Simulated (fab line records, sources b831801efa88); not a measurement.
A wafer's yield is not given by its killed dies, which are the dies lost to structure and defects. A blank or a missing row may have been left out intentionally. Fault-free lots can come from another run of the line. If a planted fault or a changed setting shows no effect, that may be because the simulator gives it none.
Chamber matching	flow gf180mcu	GF_V4_CMP_04 on cmp-01: 4 sister chambers
The step polishes SiO2. 14 wafers are shown with their chamber, then 7 later ones without.

EACH WAFER AND ITS CHAMBER
wafer	chamber	motor-current-A (A)	time-to-endpoint-s (s)	platen-rpm (rpm)
L773.3	3	13.3	81	60.01
L773.5	3	13.9	80	59.95
L773.6	2	11.3	85	60.00
L779.2	2	10.7	78	60.00
L779.5	1	10.9	85	59.97
L779.6	2	11.0	85	60.01
L781.1	0	11.3	78	60.01
L781.5	0	11.0	82	60.03
L781.6	3	14.3	86	59.99
L782.3	0	11.4	75	59.99
L782.5	3	14.2	78	60.09
L782.6	0	11.0	76	59.98
L783.1	3	14.6	75	60.05
L783.3	1	11.1	80	60.01

SIGNATURES, as means of the wafers listed above
reading	chamber 0	chamber 1	chamber 2	chamber 3	scatter within a chamber
motor-current-A	11.175	11.000	11.000	14.060	0.36
time-to-endpoint-s	77.75	82.50	82.67	80.00	3.74
platen-rpm	60.0025	59.9900	60.0033	60.0180	0.0374
Rule: distance of a wafer from a chamber = root of the sum over the readings of ((wafer's reading minus chamber's mean) / reading's scatter) squared. The wafer belongs to the nearest chamber; if the next one is less than 2 further off, it can't be placed. The scatter is the square root of a quotient: the sum, over the shown wafers, of each reading's squared deviation from its chamber's mean, divided by wafers minus chambers.

WAFERS WITHOUT THEIR CHAMBER
wafer	motor-current-A (A)	time-to-endpoint-s (s)	platen-rpm (rpm)
L783.5	10.5	81	59.97
L784.1	13.8	75	60.00
L784.5	14.8	77	60.01
L784.6	11.2	87	59.99
L796.2	11.0	80	60.11
L796.5	11.2	82	59.98
L796.6	11.5	79	60.04

WHICH CHAMBER EACH ONE RAN IN
wafer	from the rows above	in truth
L783.5	can't be placed: 1 or 2 or 0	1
L784.1	3	3
L784.5	3	3
L784.6	can't be placed: 1 or 2 or 0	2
L796.2	can't be placed: 2 or 0 or 1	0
L796.5	can't be placed: 1 or 2 or 0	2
L796.6	can't be placed: 0 or 2 or 1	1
Placed correctly: 2 of 7. Unplaceable from these rows: 5, with the true chamber sitting among the candidates in 5. Number placed wrongly: 0.
